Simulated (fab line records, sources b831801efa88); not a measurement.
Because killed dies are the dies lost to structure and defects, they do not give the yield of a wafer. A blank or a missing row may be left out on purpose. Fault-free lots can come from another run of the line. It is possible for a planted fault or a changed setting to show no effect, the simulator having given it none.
Which of the tools did it? :: flow sky130 :: 39 wafers from 13 lots sampled at 5 of the route's 708 steps

WHAT EACH GAUGE READ, for each wafer
SKY_SD_P_OVL_MEAS_08. Usual: SD_P_OVL -0.1 nm, standard deviation 1.3.
lot: L590
measured: day 26 13:15
on: overlay-01
SD_P_OVL (nm): 1.6 3.1 2.8
flag: 

lot: L588
measured: day 26 13:33
on: overlay-01
SD_P_OVL (nm): 0.4 -0.4 -1.2
flag: 

lot: L589
measured: day 26 13:51
on: overlay-01
SD_P_OVL (nm): -0.8 0.4 0.2
flag: 

lot: L591
measured: day 26 23:33
on: overlay-01
SD_P_OVL (nm): 0.4 0.1 0.6
flag: 

lot: L592
measured: day 27 03:45
on: overlay-01
SD_P_OVL (nm): -1.4 -2.5 -1.4
flag: 

lot: L593
measured: day 27 12:03
on: overlay-01
SD_P_OVL (nm): -1.9 0.1 -1.4
flag: 

lot: L595
measured: day 28 04:22
on: overlay-01
SD_P_OVL (nm): -3.0 -1.8 -2.4
flag: 

lot: L603
measured: day 31 16:15
on: overlay-01
SD_P_OVL (nm): 0.1 1.4 0.5
flag: 

lot: L605
measured: day 31 16:49
on: overlay-01
SD_P_OVL (nm): 0.5 -0.2 -0.3
flag: 

lot: L602
measured: day 31 17:27
on: overlay-01
SD_P_OVL (nm): 0.0 1.7 -0.1
flag: 

lot: L604
measured: day 31 18:07
on: overlay-01
SD_P_OVL (nm): 0.1 -1.1 -0.1
flag: 

lot: L607
measured: day 32 10:57
on: overlay-01
SD_P_OVL (nm): 0.6 0.8 -0.3
flag: 

lot: L609
measured: day 33 16:22
on: overlay-01
SD_P_OVL (nm): -1.1 0.1 -0.2
flag: 

SKY_LI_CONTACT_CD_MEAS_12 targets a cd of 170 nm. Usual: 170.0 nm for cd_nm, sd 1.4.
lot: L590
measured: day 30 03:37
on: cd_sem-01
cd_nm (nm): 168.4 168.0 168.5
flag: 

lot: L588
measured: day 30 04:09
on: cd_sem-02
cd_nm (nm): 168.8 168.9 168.6
flag: 

lot: L589
measured: day 30 04:09
on: cd_sem-01
cd_nm (nm): 171.5 169.4 170.7
flag: 

lot: L591
measured: day 30 14:34
on: cd_sem-02
cd_nm (nm): 171.5 171.6 171.2
flag: 

lot: L592
measured: day 30 18:23
on: cd_sem-02
cd_nm (nm): 168.9 168.4 169.6
flag: 

lot: L593
measured: day 31 01:49
on: cd_sem-02
cd_nm (nm): 168.8 171.0 170.0
flag: 

lot: L595
measured: day 31 18:49
on: cd_sem-01
cd_nm (nm): 168.3 168.0 168.6
flag: 

lot: L603
measured: day 35 03:19
on: cd_sem-01
cd_nm (nm): 165.9 144.3 167.6
flag: OFF

lot: L605
measured: day 35 04:40
on: cd_sem-02
cd_nm (nm): 167.9 167.0 166.6
flag: 

lot: L602
measured: day 35 05:01
on: cd_sem-01
cd_nm (nm): 164.8 153.3 165.5
flag: OFF

lot: L604
measured: day 35 05:56
on: cd_sem-01
cd_nm (nm): 169.9 169.9 170.6
flag: 

lot: L607
measured: day 35 21:20
on: cd_sem-02
cd_nm (nm): 171.2 169.0 170.9
flag: 

lot: L609
measured: day 37 01:56
on: cd_sem-01
cd_nm (nm): 171.1 169.0 168.0
flag: 

SKY_LI_CONTACT_OVL_MEAS_13. Usual: LI_CONTACT_OVL -3 nm, standard deviation 5.3.
lot: L590
measured: day 30 03:43
on: overlay-02
LI_CONTACT_OVL (nm): 0 -2 2
flag: 

lot: L588
measured: day 30 04:15
on: overlay-02
LI_CONTACT_OVL (nm): -1 -5 -4
flag: 

lot: L589
measured: day 30 04:16
on: overlay-01
LI_CONTACT_OVL (nm): -3 1 -1
flag: 

lot: L591
measured: day 30 14:41
on: overlay-01
LI_CONTACT_OVL (nm): 0 2 -1
flag: 

lot: L592
measured: day 30 18:31
on: overlay-02
LI_CONTACT_OVL (nm): -8 -8 1
flag: 

lot: L593
measured: day 31 01:56
on: overlay-01
LI_CONTACT_OVL (nm): 0 0 -6
flag: 

lot: L595
measured: day 31 18:55
on: overlay-01
LI_CONTACT_OVL (nm): -3 4 -2
flag: 

lot: L603
measured: day 35 03:23
on: overlay-01
LI_CONTACT_OVL (nm): -7 -9 4
flag: 

lot: L605
measured: day 35 04:44
on: overlay-02
LI_CONTACT_OVL (nm): -8 -8 -4
flag: 

lot: L602
measured: day 35 05:07
on: overlay-02
LI_CONTACT_OVL (nm): -10 -9 -17
flag: 

lot: L604
measured: day 35 06:04
on: overlay-01
LI_CONTACT_OVL (nm): -3 -5 -2
flag: 

lot: L607
measured: day 35 21:27
on: overlay-01
LI_CONTACT_OVL (nm): -6 -2 2
flag: 

lot: L609
measured: day 37 02:04
on: overlay-02
LI_CONTACT_OVL (nm): -4 0 -7
flag: 

WHAT TOOL EACH LOT RAN ON (gives the tool, then ch and the chambers of the sampled wafers, and finally the start)
lot: L590
SKY_POLY_CUT_STRIP_12: plasma_asher-03 ch 0,1, day 25 07:49
SKY_LI_CONTACT_EXPOSE_09: krf_scanner-02 ch 0, day 29 13:25

lot: L588
SKY_POLY_CUT_STRIP_12: plasma_asher-02 ch 0,1, day 25 08:17
SKY_LI_CONTACT_EXPOSE_09: krf_scanner-01 ch 0, day 29 13:40

lot: L589
SKY_POLY_CUT_STRIP_12: plasma_asher-04 ch 0,1, day 25 08:24
SKY_LI_CONTACT_EXPOSE_09: krf_scanner-02 ch 0, day 29 13:56

lot: L591
SKY_POLY_CUT_STRIP_12: plasma_asher-02 ch 0,1, day 25 18:20
SKY_LI_CONTACT_EXPOSE_09: krf_scanner-02 ch 0, day 30 01:43

lot: L592
SKY_POLY_CUT_STRIP_12: plasma_asher-04 ch 0,1, day 25 23:22
SKY_LI_CONTACT_EXPOSE_09: krf_scanner-02 ch 0, day 30 05:14

lot: L593
SKY_POLY_CUT_STRIP_12: plasma_asher-04 ch 0,1, day 26 07:05
SKY_LI_CONTACT_EXPOSE_09: krf_scanner-01 ch 0, day 30 12:20

lot: L595
SKY_POLY_CUT_STRIP_12: plasma_asher-02 ch 0,1, day 27 00:03
SKY_LI_CONTACT_EXPOSE_09: krf_scanner-02 ch 0, day 31 06:01

lot: L603
SKY_POLY_CUT_STRIP_12: plasma_asher-03 ch 0,1, day 30 12:55
SKY_LI_CONTACT_EXPOSE_09: krf_scanner-02 ch 0, day 34 13:49

lot: L605
SKY_POLY_CUT_STRIP_12: plasma_asher-04 ch 0,1, day 30 13:00
SKY_LI_CONTACT_EXPOSE_09: krf_scanner-01 ch 0, day 34 15:16

lot: L602
SKY_POLY_CUT_STRIP_12: plasma_asher-03 ch 0,1, day 30 13:32
SKY_LI_CONTACT_EXPOSE_09: krf_scanner-02 ch 0, day 34 16:01

lot: L604
SKY_POLY_CUT_STRIP_12: plasma_asher-04 ch 0,1, day 30 14:25
SKY_LI_CONTACT_EXPOSE_09: krf_scanner-01 ch 0, day 34 16:59

lot: L607
SKY_POLY_CUT_STRIP_12: plasma_asher-04 ch 0,1, day 31 07:10
SKY_LI_CONTACT_EXPOSE_09: krf_scanner-01 ch 0, day 35 07:54

lot: L609
SKY_POLY_CUT_STRIP_12: plasma_asher-04 ch 0, day 32 12:35
SKY_LI_CONTACT_EXPOSE_09: krf_scanner-01 ch 0, day 36 12:12
- SKY_POLY_CUT_STRIP_12: strips in O2/N2.
- SKY_LI_CONTACT_EXPOSE_09: exposes mask LICM1, target cd 170 nm.

AS READ BY THE TOOLS THEMSELVES (means over the sampled wafers that have a number; for cases with no such wafer, the mark the record gives instead)
SKY_POLY_CUT_STRIP_12. Usual: drypump_motor_current_A 6.0 A, standard deviation 0.51; oes_product_au 0.452 a.u., standard deviation 0.0049; strip_time_to_endpoint_s 5.360 s, standard deviation 0.019.
lot: L590
tool: plasma_asher-03
drypump_motor_current_A (A): 6.1
oes_product_au (a.u.): 0.458
strip_time_to_endpoint_s (s): 5.350
flag: 

lot: L588
tool: plasma_asher-02
drypump_motor_current_A (A): 5.8
oes_product_au (a.u.): 0.457
strip_time_to_endpoint_s (s): 5.382
flag: 

lot: L589
tool: plasma_asher-04
drypump_motor_current_A (A): 6.3
oes_product_au (a.u.): 0.450
strip_time_to_endpoint_s (s): 5.361
flag: 

lot: L591
tool: plasma_asher-02
drypump_motor_current_A (A): 5.8
oes_product_au (a.u.): 0.453
strip_time_to_endpoint_s (s): 5.359
flag: 

lot: L592
tool: plasma_asher-04
drypump_motor_current_A (A): 6.3
oes_product_au (a.u.): 0.456
strip_time_to_endpoint_s (s): 5.369
flag: 

lot: L593
tool: plasma_asher-04
drypump_motor_current_A (A): 6.3
oes_product_au (a.u.): 0.455
strip_time_to_endpoint_s (s): 5.371
flag: 

lot: L595
tool: plasma_asher-02
drypump_motor_current_A (A): 5.8
oes_product_au (a.u.): 0.451
strip_time_to_endpoint_s (s): 5.364
flag: 

lot: L603
tool: plasma_asher-03
drypump_motor_current_A (A): 6.1
oes_product_au (a.u.): 0.452
strip_time_to_endpoint_s (s): 5.382
flag: 

lot: L605
tool: plasma_asher-04
drypump_motor_current_A (A): 6.3
oes_product_au (a.u.): 0.456
strip_time_to_endpoint_s (s): 5.364
flag: 

lot: L602
tool: plasma_asher-03
drypump_motor_current_A (A): 6.3
oes_product_au (a.u.): 0.451
strip_time_to_endpoint_s (s): 5.348
flag: 

lot: L604
tool: plasma_asher-04
drypump_motor_current_A (A): 6.2
oes_product_au (a.u.): 0.452
strip_time_to_endpoint_s (s): 5.355
flag: 

lot: L607
tool: plasma_asher-04
drypump_motor_current_A (A): 6.2
oes_product_au (a.u.): 0.452
strip_time_to_endpoint_s (s): 5.324
flag: 

lot: L609
tool: plasma_asher-04
drypump_motor_current_A (A): 6.3
oes_product_au (a.u.): 0.452
strip_time_to_endpoint_s (s): 5.374
flag: 

THE ANSWER, worked out from the rows above alone
Rule: take the mean of a lot's wafers that have a number; if it is more than 3 standard deviations from the usual mean, the lot is off. Also off: a lot with no number at a reading for which 4 or more lots have one. All remaining lots with rows at the step are treated as sound. The gauges are gone through in route order, then the tools' own readings, and for those a lot's mean is taken as printed above. At the first step where some lot is off, the reading lying furthest off is the one used; lots without a number count as furthest.
Off: L603, L602, at SKY_LI_CONTACT_CD_MEAS_12 (cd_nm).
A tool fits if, at a process step before that reading, it ran every lot that is off, and no sound lot after the first of them. The gauges at SKY_LI_CONTACT_CD_MEAS_12 are tried like those tools. 2 tools fit, plasma_asher-03 at SKY_POLY_CUT_STRIP_12 and krf_scanner-02 at SKY_LI_CONTACT_EXPOSE_09, so this cannot tell which one it is.

WHAT THE SIMULATOR PUT IN
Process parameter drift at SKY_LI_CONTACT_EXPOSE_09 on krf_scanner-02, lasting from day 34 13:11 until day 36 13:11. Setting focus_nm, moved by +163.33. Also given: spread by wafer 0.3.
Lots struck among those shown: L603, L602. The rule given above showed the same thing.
